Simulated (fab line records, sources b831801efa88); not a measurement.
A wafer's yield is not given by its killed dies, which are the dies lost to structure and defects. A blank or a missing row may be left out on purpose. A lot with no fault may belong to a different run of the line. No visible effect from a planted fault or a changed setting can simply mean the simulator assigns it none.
Which tool was responsible? -- flow sfq line -- 15 lots with 45 wafers sampled at 2 steps, on a route of 325 steps

== WHAT THE GAUGES READ, wafer by wafer ==
SFQ_I0_OVL_MEAS_908. Usual: I0_OVL typically reads 1 nm, with standard deviation 6.
lot,measured,on,I0_OVL (nm),flag
L925,day 16 15:44,overlay-01,4 -1 -3,
L926,day 16 20:16,overlay-02,-9 3 11,
L928,day 16 22:40,overlay-01,3 -5 -7,
L929,day 17 01:04,overlay-02,0 -7 -2,
L930,day 17 03:28,overlay-01,-10 -3 -3,
L931,day 17 04:41,overlay-01,5 4 6,
L932,day 17 05:52,overlay-01,1 0 3,
L933,day 17 09:28,overlay-01,11 8 5,
L935,day 17 13:04,overlay-02,4 9 11,
L937,day 17 16:40,overlay-01,2 0 3,
L938,day 17 20:16,overlay-01,11 4 6,
L939,day 19 10:40,overlay-02,-5 12 9,
L940,day 19 11:52,overlay-01,3 -1 2,
L946,day 28 10:04,overlay-02,9 3 10,
L947,day 28 12:28,overlay-02,-1 -1 -3,

SFQ_I1_OVL_MEAS_913. Usual: I1_OVL typically reads 3 nm, with standard deviation 5.5.
lot,measured,on,I1_OVL (nm),flag
L925,day 24 21:11,overlay-01,15 5 12,
L926,day 24 23:36,overlay-01,-1 -3 -2,
L928,day 25 03:11,overlay-02,-10 -5 -2,
L929,day 25 04:24,overlay-01,1 6 6,
L930,day 25 06:47,overlay-01,7 -2 7,
L931,day 25 09:13,overlay-01,6 1 4,
L932,day 25 11:35,overlay-01,8 7 7,
L933,day 25 12:47,overlay-02,0 -5 8,
L935,day 25 18:48,overlay-01,6 14 11,
L937,day 25 23:35,overlay-02,10 16 10,
L938,day 26 03:11,overlay-01,4 10 7,
L939,day 26 04:23,overlay-02,6 2 0,
L940,day 26 16:31,overlay-02,5 1 4,
L946,day 39 23:08,overlay-02,9 6 11,
L947,day 40 03:44,overlay-01,-8 -4 -4,

== WHAT TOOL EACH LOT RAN ON (gives the tool, then ch and the chambers of the sampled wafers, and finally the start) ==
No process step before these readings appears in the record.

== WHAT THE TOOLS THEMSELVES READ (means of the sampled wafers that have a number; where no wafer has one, the mark that the record gives instead) ==
The record holds no such reading with a usual standard deviation.

== THE ANSWER, worked out from the rows above alone ==
Rule: a lot is off if the mean of its wafers that have a number lies more than 3 standard deviations from the usual mean. Also off: a lot with no number at a reading for which 4 or more lots have one. Where the step has rows for the other lots, those lots are counted as sound. First the gauges in route order, then the tools' own readings, where a lot's mean is used as printed above. At the first step where some lot is off, the reading lying furthest off is the one used; lots without a number count as furthest.
No lot is off on any of the readings shown, so nothing can be concluded from this.

== WHAT THE SIMULATOR HAD INSERTED ==
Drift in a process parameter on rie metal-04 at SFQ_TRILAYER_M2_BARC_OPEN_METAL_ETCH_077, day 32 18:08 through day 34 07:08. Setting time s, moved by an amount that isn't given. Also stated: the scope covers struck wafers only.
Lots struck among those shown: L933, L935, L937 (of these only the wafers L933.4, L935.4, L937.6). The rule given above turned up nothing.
